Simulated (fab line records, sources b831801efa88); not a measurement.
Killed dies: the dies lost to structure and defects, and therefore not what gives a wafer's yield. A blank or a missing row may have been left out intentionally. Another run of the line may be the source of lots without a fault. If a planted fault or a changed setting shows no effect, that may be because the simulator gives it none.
One fault seen from 2 desks + flow sky130 + every desk sees just its own numbers, and what lay behind them comes last

DESK OF THE TOOL OWNER: plasma_asher-04
The tool's own readings at SKY_CONTACT_STRIP_19 (strips in O2/N2): means of the sampled wafers that have a number, for each lot that ran on this tool. Marked OUT: a lot whose mean sits more than 4 standard deviations from the usual mean, which makes it out of limits; the brackets give that distance.
Columns: A = drypump_motor_current_A at SKY_CONTACT_STRIP_19, usual 5.6 A; B = oes_product_au at SKY_CONTACT_STRIP_19, usual 0.380 a.u.; C = strip_time_to_endpoint_s at SKY_CONTACT_STRIP_19, usual 3.62 s
| lot  | first seen here | A   | B     | C    |
|------|-----------------|-----|-------|------|
| L649 | day 33 01:02    | 5.6 | 0.378 | 3.62 |
| L653 | day 33 19:07    | 5.6 | 0.381 | 3.63 |
| L655 | day 34 08:13    | 5.6 | 0.385 | 3.62 |
| L657 | day 35 04:31    | 5.6 | 0.380 | 3.65 |
| L661 | day 36 23:43    | 5.6 | 0.378 | 3.58 |
| L665 | day 37 14:41    | 5.9 | 0.378 | 3.66 |
This desk's verdict: no lot among the 6 shows anything out of limits.

THE METROLOGY DESK
Lot by lot, what the gauges showed, no matter which tool ran the lot: averages of those sampled wafers that carry a number. Marked OUT: a lot whose mean sits more than 4 standard deviations from the usual mean, which makes it out of limits; the brackets give that distance.
Columns: A = CAP2M_CVD_00_THK at SKY_CAP2M_THK_MEAS_01, usual 15.41 nm
| lot  | first seen here | A     |
|------|-----------------|-------|
| L648 | day 40 00:07    | 15.63 |
| L647 | day 40 06:11    | 15.35 |
| L650 | day 40 13:50    | 15.09 |
| L649 | day 40 20:33    | 15.45 |
| L651 | day 41 10:16    | 15.38 |
| L653 | day 41 12:41    | 15.45 |
| L654 | day 41 18:50    | 15.46 |
| L655 | day 41 23:39    | 15.04 |
| L657 | day 42 20:22    | 15.71 |
| L662 | day 44 10:49    | 15.31 |
| L661 | day 44 14:41    | 15.35 |
| L666 | day 45 01:16    | 15.28 |
| L665 | day 45 02:11    | 15.36 |
This desk's verdict: no lot among the 13 shows anything out of limits.

PUT TOGETHER
Nothing out of limits was seen by the tool owner's desk.
From the metrology desk's view, nothing was out of limits.

WHAT THE SIMULATOR HAD INSERTED
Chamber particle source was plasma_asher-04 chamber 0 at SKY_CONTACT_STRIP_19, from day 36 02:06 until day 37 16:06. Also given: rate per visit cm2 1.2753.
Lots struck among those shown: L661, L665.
